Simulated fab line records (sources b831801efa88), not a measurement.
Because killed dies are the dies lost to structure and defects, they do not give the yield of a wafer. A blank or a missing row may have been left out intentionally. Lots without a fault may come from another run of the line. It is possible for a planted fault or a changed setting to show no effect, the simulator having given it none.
A lot that was struck, set against a sound lot :: flow gf180mcu :: 14 steps out of a route of 602
Sound: wafers L726.1, L726.4, L726.6. Wafers struck: L724.1, L724.5, L724.6. Last of all comes the cause.
Order at every step that has rows: each side's tool, ch and its chambers, its first start. Under that, the readings that differ: sound wafers :: struck wafers :: difference of the means :: sigmas: that difference in standard deviations of wafers without a fault.
alike: same words and numbers on both sides, and readings whose means sit less than 2 such deviations apart. not compared: any withheld reading, any reading some wafer has no value for, any bound like >300 that may hide the same value, and any number with overlapping values for which the record gives no deviation.
A row with sigmas, a row that says differs or no value, or rows on one side alone: a step with any of these is where the two part. When numbers do not overlap yet have no deviation, they are printed without sigmas and do not part them. A reading missing from all wafers of one side parts the sides only when that side holds two or more wafers.

GF_STI_BOW_MEAS_00:
  sound on film-metro-04 at day 4 03:00; struck on film-metro-04 at day 3 17:00
  alike: INCOMING_BOW
then, 1 step without rows for these wafers: GF_STI_OXIDATION_01 (stabilise 600 s, purge 300 s, target thk 10 nm).
GF_STI_THK_MEAS_02:
  sound on film-metro-03 at day 4 04:55; struck on film-metro-01 at day 3 18:31
  alike: STI_OXIDATION_THK
then, 1 step without rows for these wafers: GF_STI_CVD_03 (deposits Si3N4 from DCS/NH3, target thk 207.16 nm, time 3551 s).
GF_STI_THK_MEAS_04:
  sound on film-metro-04 at day 4 06:58; struck on film-metro-01 at day 3 20:34
  alike: STI_CVD_03_THK
then, 5 steps without rows for these wafers: GF_STI_DEHYDRATE_05 (time 60 s); GF_STI_HMDS_06 (prime time 60 s); GF_STI_COAT_07 (resist thk 700 nm); GF_STI_SOFTBAKE_08 (time 60 s); GF_STI_EXPOSE_09 (exposes mask COMP, target cd 220 nm).
GF_STI_PEB_10: peb time 91.46 s.
  sound: litho-track-04 ch 0; struck: litho-track-02 ch 0
  alike: plate-sensor-t-centre-C, plate-sensor-t-edge-C
GF_STI_DEVELOP_11: develop time 60 s.
  sound on litho-track-04 ch 0, day 4 19:57; struck on litho-track-02 ch 0, day 4 09:53
reading: developer-temp-C (C)
sound: 20.91 21.06 20.90
struck: 21.74 21.77 21.88
difference: +0.84
sigmas: +7
GF_STI_CD_MEAS_12: the cd target is 220 nm.
  sound on cd-sem-01 at day 4 20:06; struck on cd-sem-02 at day 4 10:02
  alike: cd-nm
GF_PASSIVATION_PROBE_99:
  the record holds rows for the sound wafers here (prober-01, day 33 02:48) but none for the struck ones

== WHERE THEY PART ==
First at GF_STI_DEVELOP_11; last, within this record, at GF_PASSIVATION_PROBE_99.

WHY: whatever the simulator had introduced
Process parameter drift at GF_STI_DEVELOP_11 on litho-track-02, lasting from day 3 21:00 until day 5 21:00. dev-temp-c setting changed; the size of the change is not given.
